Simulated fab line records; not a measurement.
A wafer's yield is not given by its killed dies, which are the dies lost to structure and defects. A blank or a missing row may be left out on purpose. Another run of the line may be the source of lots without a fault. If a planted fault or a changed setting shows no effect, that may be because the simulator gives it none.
fab line records	flow sky130
[record] lots = 12	wafers = 36	last-day = 52
route steps=708 shown CONTACT@411 METAL1@435 PAD_OPEN@708
lots untouched by any fault: they come from a run of this same line in which no faults occurred
start-h: hours from the record's first day to the start of the lot's first wafer shown	wait-h: hours elapsed since this lot's preceding step	" as in the row above	L1.1+2: a single row standing in for several wafers	- no value, or no start given	* or withheld: withheld	< > ~ a bound
route shown NAME@n: a module of which the file shows steps, and the number in the route of the first	usual: mean/standard deviation taken from wafers without a fault	same: alike in all rows	chamber/n: place in a boat	sites: the reading at each site	_std_site: the standard deviation of these	_edge_site: inner sites' mean taken away from outer sites' mean	radius-mm: how far each site lies from the wafer's centre	mask NAME#n: copy n	behind: the tool/chamber that last shaped the wafer	hold: why the lot went on hold/how many hours it stayed there/how the hold came to an end	device: the n, p or np transistor that did not switch	end of line: the same wafers' tests at the end of the route	a step with no rows: only its recipe	killed: not the wafer's yield, but the dies lost to structure and defects at the first sort	map: shows each die of a wafer: x if killed, . if not, _ if none is there
set.NAME: setting as actually run; set.NAME@STEP: the setting as run at that earlier step	model.NAME: the simulator's own value behind a step, which no gauge read
one table for each step of the route and one row for each wafer, over a sample of lots
services: when a tool's chamber went out of use (start-h, in hours from the record's first day, below 0 if earlier), for how many hours, and the reason
[[steps]]
[step SKY_CONTACT_BOW_MEAS_05]
[recipe] mode = bow
[usual] CONTACT_BOW = 82/7.2
lot.wafer	tool	chamber	start-h	wait-h	CONTACT_BOW[um]
L393.1	film-metro-01	-	652.83	0.2	75
L393.2	"	-	"	"	87
L393.3	"	-	"	"	61
L399.1	film-metro-03	-	679.35	0.1	98
L399.2	"	-	"	"	80
L399.6	"	-	"	"	92
L400.2	film-metro-03	-	694.81	0.2	72
L400.4	"	-	"	"	75
L400.6	"	-	"	"	71
L403.1	film-metro-04	-	706.58	0.1	79
L403.3	"	-	"	"	89
L403.6	"	-	"	"	86
L406.1	film-metro-01	-	732.00	0.2	82
L406.3	"	-	"	"	84
L406.4	"	-	"	"	73
L409.1	film-metro-04	-	760.07	0.1	83
L409.5	"	-	"	"	86
L409.6	"	-	"	"	86
L410.1	film-metro-03	-	765.38	0.1	76
L410.3	"	-	"	"	84
L410.6	"	-	"	"	79
L413.2	film-metro-01	-	951.82	0.2	89
L413.3	"	-	"	"	88
L413.4	"	-	"	"	70
L411.2	film-metro-03	-	955.85	0.2	77
L411.4	"	-	"	"	86
L411.6	"	-	"	"	90
L412.2	film-metro-03	-	957.81	0.2	88
L412.4	"	-	"	"	79
L412.6	"	-	"	"	78
L415.2	film-metro-03	-	959.41	0.3	86
L415.4	"	-	"	"	91
L415.6	"	-	"	"	73
L416.2	film-metro-03	-	961.44	0.2	74
L416.3	"	-	"	"	96
L416.5	"	-	"	"	77
[step SKY_CONTACT_CMP_27]
[recipe] stop-on = SiO2	t-overpolish-s = 15	down-force-psi = 3.5	platen-rpm = 60	target-thk-nm = 0	pad-velocity-m-s = 0.94248
[usual] head-pressure-psi = 3.500/0.0086	motor-current-A = 10.8/0.86	overpolish-run-s = 15.000/0.01	time-to-endpoint-s = 82/3.4
lot.wafer	tool	chamber	start-h	wait-h	head-pressure-psi	motor-current-A	overpolish-run-s	time-to-endpoint-s
L393.2	cmp-02	0	681.86	0.0	3.501	11.1	14.998	78
L393.1	"	1	"	"	3.498	9.8	14.986	82
L393.3	"	2	"	"	3.494	12.9	15.000	80
L399.1	cmp-01	2	709.70	0.1	3.510	10.0	15.007	92
L399.2	"	3	"	"	3.495	11.6	14.993	83
L399.6	"	1	"	"	3.502	11.3	14.996	83
L400.2	cmp-01	0	725.32	0.1	3.503	9.3	15.015	82
L400.4	"	2	"	"	3.505	10.1	15.004	80
L400.6	"	3	"	"	3.508	11.9	14.993	76
L403.1	cmp-02	3	737.64	0.1	3.501	11.0	14.994	82
L403.3	"	0	"	"	3.497	11.0	15.007	80
L403.6	"	2	"	"	3.507	12.6	14.979	80
L406.4	cmp-01	0	762.29	0.0	3.502	9.9	15.000	87
L406.3	"	1	"	"	3.515	10.9	14.994	81
L406.1	"	3	"	"	3.501	11.3	15.013	78
L409.1	cmp-01	0	786.68	0.1	3.511	9.6	15.011	81
L409.6	"	3	"	"	3.491	11.6	14.990	80
L409.5	"	0	"	"	3.500	9.3	15.009	83
L410.1	cmp-02	2	792.44	0.1	3.497	12.3	15.036	82
L410.3	"	3	"	"	3.491	11.1	15.014	83
L410.6	"	3	"	"	3.480	10.5	15.005	84
L413.3	cmp-01	2	978.04	0.0	3.497	9.9	15.006	83
L413.4	"	3	"	"	3.500	11.5	14.996	81
L413.2	"	1	"	"	3.498	11.4	15.006	83
L411.4	cmp-02	0	982.12	0.0	3.509	10.8	15.009	77
L411.2	"	2	"	"	3.492	12.3	15.001	78
L411.6	"	1	"	"	3.517	9.5	14.995	83
L412.2	cmp-02	3	984.84	0.0	3.510	11.0	15.006	78
L412.4	"	1	"	"	3.500	9.9	14.997	80
L412.6	"	0	"	"	3.497	11.3	15.000	78
L415.4	cmp-01	3	986.29	0.0	3.514	11.3	15.005	76
L415.2	"	0	"	"	3.503	9.7	15.015	80
L415.6	"	0	"	"	3.509	9.1	14.984	84
L416.3	cmp-01	1	988.21	0.1	3.505	11.2	15.010	77
L416.2	"	2	"	"	3.488	10.7	14.978	79
L416.5	"	0	"	"	3.490	9.7	15.008	82
[step SKY_METAL1_SPUTTER_01]
[recipe] material = TiN	target-thk-nm = 20	power-w = 6500	time-s = 16.7	chamber-pressure-pa = 0.4
[usual] cathode-dc-power-W = 6500.2/1.1	throttle-valve-pct = 29.5/1.3
lot.wafer	tool	chamber	start-h	wait-h	cathode-dc-power-W	throttle-valve-pct
L393.1	pvd-sputter-04	-	682.18	0.0	6500.9	32.3
L393.2	"	-	"	"	6499.8	28.8
L393.3	"	-	"	"	6500.1	28.2
L399.1	pvd-sputter-01	-	709.97	0.0	6501.8	29.2
L399.2	"	-	"	"	6501.7	31.5
L399.6	"	-	"	"	6499.8	29.3
L400.2	pvd-sputter-04	-	725.59	0.0	6500.8	28.0
L400.4	"	-	"	"	6501.7	28.7
L400.6	"	-	"	"	6501.6	28.7
L403.1	pvd-sputter-04	-	737.91	0.0	6501.7	28.3
L403.3	"	-	"	"	6500.5	32.3
L403.6	"	-	"	"	6500.5	28.3
L406.1	pvd-sputter-04	-	762.61	0.0	6499.6	27.8
L406.3	"	-	"	"	6500.8	28.3
L406.4	"	-	"	"	6500.3	28.1
L409.1	pvd-sputter-04	-	786.95	0.0	8811.4	32.2
L409.5	"	-	"	"	6502.1	28.9
L409.6	"	-	"	"	6500.1	28.4
L410.1	pvd-sputter-04	-	792.77	0.0	6500.9	28.1
L410.3	"	-	"	"	8808.9	32.0
L410.6	"	-	"	"	6500.7	28.0
L413.2	pvd-sputter-02	-	978.37	0.0	6501.7	29.8
L413.3	"	-	"	"	6499.4	29.9
L413.4	"	-	"	"	6500.8	29.8
L411.2	pvd-sputter-01	-	982.44	0.0	6500.1	31.4
L411.4	"	-	"	"	6499.3	28.4
L411.6	"	-	"	"	6502.1	31.4
L412.2	pvd-sputter-01	-	985.16	0.0	6499.8	28.2
L412.4	"	-	"	"	6499.6	30.8
L412.6	"	-	"	"	6499.2	28.3
L415.2	pvd-sputter-02	-	986.62	0.0	6499.4	29.0
L415.4	"	-	"	"	6499.8	29.9
L415.6	"	-	"	"	6500.6	30.0
L416.2	pvd-sputter-04	-	988.43	0.0	6499.2	28.9
L416.3	"	-	"	"	6500.1	28.3
L416.5	"	-	"	"	6499.7	28.2
[step SKY_METAL1_RS_MEAS_05]
[recipe] thk-meas-gauge = four-point-probe	reads = TiN_of_METAL1_SPUTTER_04+Ti_of_METAL1_SPUTTER_03+AlCu_of_METAL1_SPUTTER_02+TiN_of_METAL1_SPUTTER_01+Ti_of_METAL1_SPUTTER_00
[usual] METAL1_ALCU_RS = 0.1268/0.0015
lot.wafer	tool	chamber	start-h	wait-h	METAL1_ALCU_RS[ohm/sq]
L393.1	film-metro-03	-	682.30	0.0	0.1279
L393.2	"	-	"	"	0.1297
L393.3	"	-	"	"	0.1303
L399.1	film-metro-02	-	710.09	0.0	0.1240
L399.2	"	-	"	"	0.1267
L399.6	"	-	"	"	0.1249
L400.2	film-metro-03	-	725.73	0.0	0.1263
L400.4	"	-	"	"	0.1250
L400.6	"	-	"	"	0.1259
L403.1	film-metro-01	-	738.03	0.0	0.1285
L403.3	"	-	"	"	0.1284
L403.6	"	-	"	"	0.1274
L406.1	film-metro-02	-	762.73	0.0	0.1271
L406.3	"	-	"	"	0.1261
L406.4	"	-	"	"	0.1264
L409.1	film-metro-03	-	787.07	0.0	0.1270
L409.5	"	-	"	"	0.1278
L409.6	"	-	"	"	0.1281
L410.1	film-metro-02	-	792.88	0.0	0.1265
L410.3	"	-	"	"	0.1258
L410.6	"	-	"	"	0.1261
L413.2	film-metro-02	-	978.50	0.0	0.1248
L413.3	"	-	"	"	0.1262
L413.4	"	-	"	"	0.1249
L411.2	film-metro-02	-	982.58	0.0	0.1262
L411.4	"	-	"	"	0.1240
L411.6	"	-	"	"	0.1253
L412.2	film-metro-02	-	985.30	0.0	0.1242
L412.4	"	-	"	"	0.1261
L412.6	"	-	"	"	0.1249
L415.2	film-metro-01	-	986.75	0.0	0.1276
L415.4	"	-	"	"	0.1260
L415.6	"	-	"	"	0.1280
L416.2	film-metro-03	-	988.57	0.0	0.1274
L416.3	"	-	"	"	0.1278
L416.5	"	-	"	"	0.1265
[step SKY_PAD_OPEN_PROBE_99]
[usual] defect-limited-yield = 82.5/1.9	killed_at_M0_to_M3 = 43/7	killed_at_M4_up = 2.7/1.6	killed-at-contacts = 24/5.3	killed-at-front-end = 16/4.6	killed-at-other = 0.3/0.53	killed-dies = 86/9.3	killed-open = 47/6.9	killed-short = 38/6.1	sort_bin_3_pad_short = 0.9/0.4	sort_bin_5_function = 10.3/1.4	sort_bin_6_memory = 6.3/1.1	sort-n-pass = 406/9.3	sort-yield-pct = 82.5/1.9
[same] gross-dies = 492	killed-at-back-side = 0	sort_bin_4_leakage[%] = 0	sort_bin_8_speed[%] = 0
lot.wafer	tool	chamber	start-h	wait-h	defect-limited-yield[%]	killed_at_M0_to_M3	killed_at_M4_up	killed-at-contacts	killed-at-front-end	killed-at-other	killed-dies	killed-open	killed-short	sort_bin_3_pad_short[%]	sort_bin_5_function[%]	sort_bin_6_memory[%]	sort-n-pass	sort-yield-pct[%]
L406.1	prober-02	-	1097.70	0.1	84.6	42	4	10	20	0	76	38	38	0.8	9.8	4.9	416	84.6
L406.3	prober-02	-	1097.80	0.2	81.9	49	5	20	15	0	89	49	40	0.6	10.8	6.7	403	81.9
L406.4	prober-02	-	1097.85	0.2	84.3	40	4	18	14	1	77	42	35	0.6	10.2	4.9	415	84.3
// killed by level:class
L406.1 FIELD_ISO:geometric-particle:short=8 METAL1:geometric-particle:short=8 VIA3:geometric-particle:open=8 VIA1:geometric-particle:open=8 VIA2:geometric-particle:open=7 POLY_GATE:geometric-particle:short=4 POLY_GATE:geometric-particle:open=4 LI_CONTACT:geometric-particle:open=4
L406.3 VIA1:geometric-particle:open=12 VIA3:geometric-particle:open=11 CONTACT:geometric-particle:open=7 FIELD_ISO:geometric-particle:short=6 VIA2:geometric-particle:open=6 FIELD_ISO:geometric-particle:open=5 CONTACT:geometric-particle:short=5 METAL1:geometric-particle:short=5
L406.4 VIA1:geometric-particle:open=11 VIA3:geometric-particle:open=7 LI_CONTACT:geometric-particle:open=5 CONTACT:geometric-particle:open=5 VIA1:geometric-particle:short=5 VIA2:geometric-particle:open=5 FIELD_ISO:geometric-particle:short=4 POLY_GATE:geometric-particle:open=4
[[services]]
tool	chamber	start-h	hours	kind
cmp-01	-	661.12	8.0	pm
pvd-sputter-01	-	666.87	0.5	repair
cmp-01	-	671.47	8.5	pm
pvd-sputter-04	-	676.88	4.2	repair
pvd-sputter-04	-	677.80	2.1	repair
pvd-sputter-04	-	701.74	1.7	repair
cmp-01	-	702.90	0.7	repair
pvd-sputter-04	-	716.01	3.4	repair
cmp-01	-	720.80	1.0	repair
cmp-02	-	744.11	4.0	pm
cmp-02	-	748.11	-	consumable-replace:conditioner
cmp-02	-	748.11	-	consumable-replace:pad
pvd-sputter-01	-	766.60	15.7	repair
cmp-01	-	814.82	1.0	repair
cmp-01	-	837.94	1.5	repair
cmp-02	-	852.25	0.3	repair
cmp-02	-	899.48	7.5	pm
cmp-01	-	912.12	4.0	pm
cmp-01	-	916.12	-	consumable-replace:conditioner
cmp-01	-	916.12	-	consumable-replace:pad
pvd-sputter-01	-	964.51	0.8	repair
pvd-sputter-04	-	975.92	9.6	repair
[[key]]
[first-sign] step = SKY_METAL1_SPUTTER_01	reading = cathode-dc-power-W	direction = up	sigmas = 99+	usual = 6500.2	struck = 8810.1
effect none on later readings
met-at SKY_METAL1_SPUTTER_01
struck-lots L409,L410
struck-wafers L409.1,L410.3
not-acting-at SKY_CONTACT_BOW_MEAS_05,SKY_CONTACT_CMP_27,SKY_METAL1_RS_MEAS_05
onset-between 737.91 786.95
[fault] kind = process-parameter-drift	tool = pvd-sputter-04	chamber = -	onset-h = 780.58	steps = SKY_METAL1_SPUTTER_01	channel = power-w	offset = *	shape = step	end-h = 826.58	acts-in = *	stated = *	scope = struck-wafers-only
